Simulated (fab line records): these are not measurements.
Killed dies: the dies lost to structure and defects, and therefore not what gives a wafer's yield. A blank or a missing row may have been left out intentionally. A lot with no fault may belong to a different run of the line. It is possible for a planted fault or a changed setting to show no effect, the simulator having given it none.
A lot that was struck, set against a sound lot || flow gf180mcu || 22 steps out of a route of 602
Sound: these wafers, L554.1, L554.2, L554.6. Wafers L569.1, L569.4, L569.6 were the ones struck. Last of all comes the cause.
Order at every step that has rows: each side's tool, ch and its chambers, its first start. Under that, the readings that differ: sound wafers || struck wafers || difference of the means || sigmas: that difference in standard deviations of wafers without a fault.
alike: a reading whose means differ by less than 2 such deviations, as well as words and numbers matching on both sides. not compared: withheld readings; readings where some wafer has no value; bounds like >300 that might hide an equal value; numbers whose values overlap and for which the record gives no deviation.
The two part at a step that has a row with sigmas, a row that says differs or no value, or rows on one side only. Numbers that don't overlap but have no deviation are shown without sigmas and don't part them. Lack of a reading on every wafer of one side parts them only where that side has two or more wafers.

first, 3 steps without rows for these wafers: GF_M3_STRIP_18 (strips in post etch residue remover, time 1200 s); GF_M3_CLEAN_19 (cleans in DIW); GF_V3_CVD_00 (deposits SiO2, target thk 600 nm, time 100 s).
GF_V3_THK_MEAS_01:
  sound: film_metro-01 at day 24 04:37; struck: film_metro-04 at day 28 18:16
  alike: V3_CVD_00_THK
GF_V3_CVD_02: deposits SiO2 from TEOS, target thk 850 nm, time 94.851 s.
  sound on pecvd-04 ch 0,1, day 24 04:41; struck on pecvd-01 ch 0,1, day 28 18:19
  alike: heater_power_w, susceptor_temp_C
GF_V3_THK_MEAS_03:
  sound: film_metro-03 at day 24 04:47; struck: film_metro-01 at day 28 18:26
  alike: V3_CVD_02_THK
GF_V3_CMP_04: polishes SiO2.
  sound on cmp-02 ch 1,2, day 24 04:50; struck on cmp-02 ch 0,1,3, day 28 18:35
  alike: motor_current_A, platen_rpm, time_to_endpoint_s
GF_V3_BOW_MEAS_05:
  sound: film_metro-03 at day 24 05:08; struck: film_metro-04 at day 28 18:47
  alike: V3_BOW
then, 4 steps without rows for these wafers: GF_V3_DEHYDRATE_06 (time 60 s); GF_V3_HMDS_07 (prime time 60 s); GF_V3_COAT_08; GF_V3_COAT_09 (resist thk 1000 nm).
GF_V3_SOFTBAKE_10: time 60 s.
  sound on litho_track-03 ch 0, day 24 16:00; struck on litho_track-02 ch 0, day 29 04:00
{"reading": "heater_power_total_W (W)", "sound": "92.96 92.93 92.98", "struck": "101.94 101.85 101.83", "difference": "+8.92", "sigmas": "+99 or more"}
{"reading": "plate_temp_C (C)", "sound": "130.27 130.08 129.82", "struck": "139.32 139.49 139.48", "difference": "+9.37", "sigmas": "+72"}
{"reading": "model.KrF_of_V3_COAT_09.thk_nm (nm)", "sound": "997.5 1003 1003", "struck": "987 983.9 986.1", "difference": -16, "sigmas": ""}
then, 2 steps without rows for these wafers: GF_V3_EXPOSE_11 (exposes mask Via3, target cd 260 nm); GF_V3_PEB_12 (peb time 90 s).
GF_V3_DEVELOP_13: develop time 60 s.
  sound on litho_track-03 ch 0, day 25 02:25; struck on litho_track-03 ch 0, day 29 13:25
{"reading": "model.V3.cd_nm (nm)", "sound": "257.7 259.3 257.8", "struck": "286.6 286.9 287.3", "difference": "+28.7", "sigmas": ""}
{"reading": "model.KrF_of_V3_COAT_09.thk_nm (nm)", "sound": "982.6 987.8 988.3", "struck": "972.2 969.1 971.4", "difference": -15.3, "sigmas": ""}
GF_V3_CD_MEAS_14: target cd 260 nm.
  sound: cd_sem-01 at day 25 02:34; struck: cd_sem-01 at day 29 13:34
{"reading": "cd_nm (nm)", "sound": "257.7 258.9 257.8", "struck": "286.5 286.9 287.4", "difference": "+28.8", "sigmas": "+22"}
GF_V3_OVL_MEAS_15:
  sound: overlay-01 at day 25 02:43; struck: overlay-01 at day 29 13:41
  alike: V3_OVL
GF_V3_ETCH_16: etches BARC in N2/H2.
  sound on rie_diel-04 ch 0,2,3, day 25 02:46; struck on rie_diel-01 ch 1,2,3, day 29 13:44
  alike: drypump_motor_current_A, oes_product_au, throttle_valve_pct
GF_V3_ETCH_17: etches SiO2 in C4F8/O2/Ar, stops on TiN, target depth 635 nm.
  sound on rie_diel-04 ch 0,2,3; struck on rie_diel-01 ch 1,2,3
{"reading": "model.V3.cd_nm (nm)", "sound": "257.4 258.7 258.2", "struck": "286.3 287.2 287.2", "difference": "+28.8", "sigmas": ""}
  alike: oes_product_au
GF_V3_STRIP_18: strips in O2/N2.
  sound on plasma_asher-01 ch 0,1, day 25 02:53; struck on plasma_asher-04 ch 1, day 29 13:51
{"reading": "drypump_motor_current_A (A)", "sound": "5.6 6.8 6.8", "struck": "5.2 5.2 5.2", "difference": -1.2, "sigmas": -2}
  alike: heater_power_w, oes_product_au
  not compared: rf_hours_counter_h
-- the record jumps here: 5 days lie between the struck wafers' starts before and after (it left off in module V3 and takes up again in module PASSIVATION, whose first step shown is number 602 of the route) --
GF_PASSIVATION_PROBE_99:
  sound: prober-02 at day 31 08:37; struck: prober-02 at day 34 21:49
{"reading": "model.etest.via3_chain.rc_ohm", "sound": "6.67 6.349 6.484", "struck": "5.275 5.164 5.255", "difference": -1.270, "sigmas": ""}

WHERE THEY PART
Last at GF_V3_STRIP_18 as far as this record goes, first at GF_V3_SOFTBAKE_10.

WHY: the cause the simulator had injected
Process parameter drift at GF_V3_SOFTBAKE_10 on litho_track-02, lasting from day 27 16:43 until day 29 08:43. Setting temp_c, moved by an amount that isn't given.
